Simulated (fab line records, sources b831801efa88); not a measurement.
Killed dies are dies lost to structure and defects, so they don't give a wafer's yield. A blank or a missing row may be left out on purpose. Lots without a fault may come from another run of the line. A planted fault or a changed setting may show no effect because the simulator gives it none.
A struck lot beside a sound one | flow sfq_line | 17 steps out of a route of 325
Sound: wafers L184.3, L184.5, L184.6. Struck: wafers L193.1, L193.3, L193.5. The cause comes at the end.
At each step with rows: each side's tool, then ch and its chambers, then its first start. Under that, the readings that differ: sound wafers | struck wafers | difference of the means | sigmas: that difference in standard deviations of wafers without a fault.
alike: readings whose means differ by less than 2 such deviations, and words and numbers that are the same on both sides. not compared: withheld readings, readings that some wafer has no value for, bounds like >300 that may hide the same value, and numbers for which the record gives no deviation and whose values overlap.
The two part at a step that has a row with sigmas, a row that says differs or no value, or rows on one side only. Numbers that don't overlap but have no deviation are shown without sigmas and don't part them. A reading that every wafer of one side lacks parts them only if that side has two wafers or more.

SFQ_TRILAYER_I3_VIA_BARC_OPEN_VIA_ETCH_121: etches BARC in O2, target depth 125 nm, time 41.7 s.
  sound on rie_diel-01 ch 1,2, day 34 14:07; struck on rie_diel-03 ch 1,2,3, day 37 12:28
  alike: drypump_motor_current_A, oes_product_au
  not compared: rf_hours_counter_h
SFQ_TRILAYER_I3_VIA_ETCH_VIA_ETCH_088: etches SiO2 in CHF3, stops on Nb, target depth 260 nm.
  sound on rie_diel-01 ch 1,2, day 34 14:09; struck on rie_diel-03 ch 1,2,3, day 37 12:30
  alike: drypump_motor_current_A, oes_product_au
SFQ_TRILAYER_I3_VIA_STRIP_STRIP_089: strips in O2.
  sound on rie_metal-01 ch 0,1, day 34 14:28; struck on rie_metal-02 ch 1, day 37 12:37
  reading                     | sound       | struck      | difference | sigmas
  drypump_motor_current_A (A) | 5.1 5.1 5.2 | 5.9 6.0 6.0 | +0.8       | +2
  alike: he_backside_leak_sccm, oes_product_au
  not compared: rf_hours_counter_h
then, 2 steps without rows for these wafers: SFQ_TRILAYER_I3_VIA_STRIP_SOLV_CLEAN_090 (cleans in NMP, time 600 s); SFQ_TRILAYER_M4_DEP_PRE_CLEAN_092 (time 22.5 s).
SFQ_TRILAYER_M4_DEP_SPUTTER_091: material Nb, target thk 200 nm, time 133.3 s.
  sound on pvd_sputter-05, day 34 15:04; struck on pvd_sputter-03, day 37 14:01
  alike: throttle_valve_pct
SFQ_M4_RS_MEAS_924: measures by four-point-probe.
  sound on film_metro-03, day 34 15:12; struck on film_metro-04, day 37 14:07
  alike: M4_NB_RS
then, 4 steps without rows for these wafers: SFQ_TRILAYER_M4_LITHO_COAT_098 (resist thk 62 nm); SFQ_TRILAYER_M4_LITHO_COAT_093 (resist thk 600 nm); SFQ_TRILAYER_M4_LITHO_SOFTBAKE_097; SFQ_TRILAYER_M4_LITHO_EXPOSE_094 (exposes mask M4, target cd 500 nm).
SFQ_TRILAYER_M4_LITHO_PEB_096: peb time 60 s.
  sound on litho_track-03 ch 0, day 37 04:23; struck on litho_track-01 ch 0, day 39 05:32
  alike: exhaust_pa, resist_line_temp_C
then, 1 step without rows for these wafers: SFQ_TRILAYER_M4_LITHO_DEVELOP_095 (time 60 s).
SFQ_M4_OVL_MEAS_926:
  sound on overlay-01, day 37 04:39; struck on overlay-02, day 39 05:50
  alike: M4_OVL
SFQ_TRILAYER_M4_BARC_OPEN_METAL_ETCH_123: etches BARC in O2, target depth 125 nm, time 41.7 s.
  sound on rie_metal-04 ch 0,1, day 37 04:47; struck on rie_metal-03 ch 0,1, day 39 05:52
  reading             | sound             | struck          | difference | sigmas
  model.M4.cd_nm (nm) | 501.9 500.6 499.9 | 491.9 491.4 491 | -9.4       |
  alike: drypump_motor_current_A, he_backside_leak_sccm, oes_product_au
  not compared: rf_hours_counter_h
SFQ_TRILAYER_M4_ETCH_METAL_ETCH_096: etches Nb in Cl2/Ar, stops on SiO2, target depth 240 nm, time 120 s.
  sound on rie_metal-04 ch 0,1, day 37 04:52; struck on rie_metal-03 ch 0,1, day 39 05:56
  reading             | sound             | struck          | difference | sigmas
  model.M4.cd_nm (nm) | 504.7 500.4 503.4 | 492.1 491.8 491 | -11.2      |
  alike: drypump_motor_current_A, he_backside_leak_sccm, oes_product_au
  not compared: rf_hours_counter_h
SFQ_TRILAYER_M4_STRIP_STRIP_097: strips in O2.
  sound on rie_metal-04 ch 0,1, day 37 05:10; struck on rie_metal-03 ch 0,1, day 39 06:04
  alike: drypump_motor_current_A, he_backside_leak_sccm, oes_product_au
  not compared: rf_hours_counter_h

WHERE THEY PART
Only at SFQ_TRILAYER_I3_VIA_STRIP_STRIP_089, within this record. Later steps at which nothing parts them and some readings are alike: SFQ_TRILAYER_M4_DEP_SPUTTER_091, SFQ_M4_RS_MEAS_924, SFQ_TRILAYER_M4_LITHO_PEB_096, SFQ_M4_OVL_MEAS_926, SFQ_TRILAYER_M4_BARC_OPEN_METAL_ETCH_123, SFQ_TRILAYER_M4_ETCH_METAL_ETCH_096, SFQ_TRILAYER_M4_STRIP_STRIP_097.

WHY: what the simulator had put in
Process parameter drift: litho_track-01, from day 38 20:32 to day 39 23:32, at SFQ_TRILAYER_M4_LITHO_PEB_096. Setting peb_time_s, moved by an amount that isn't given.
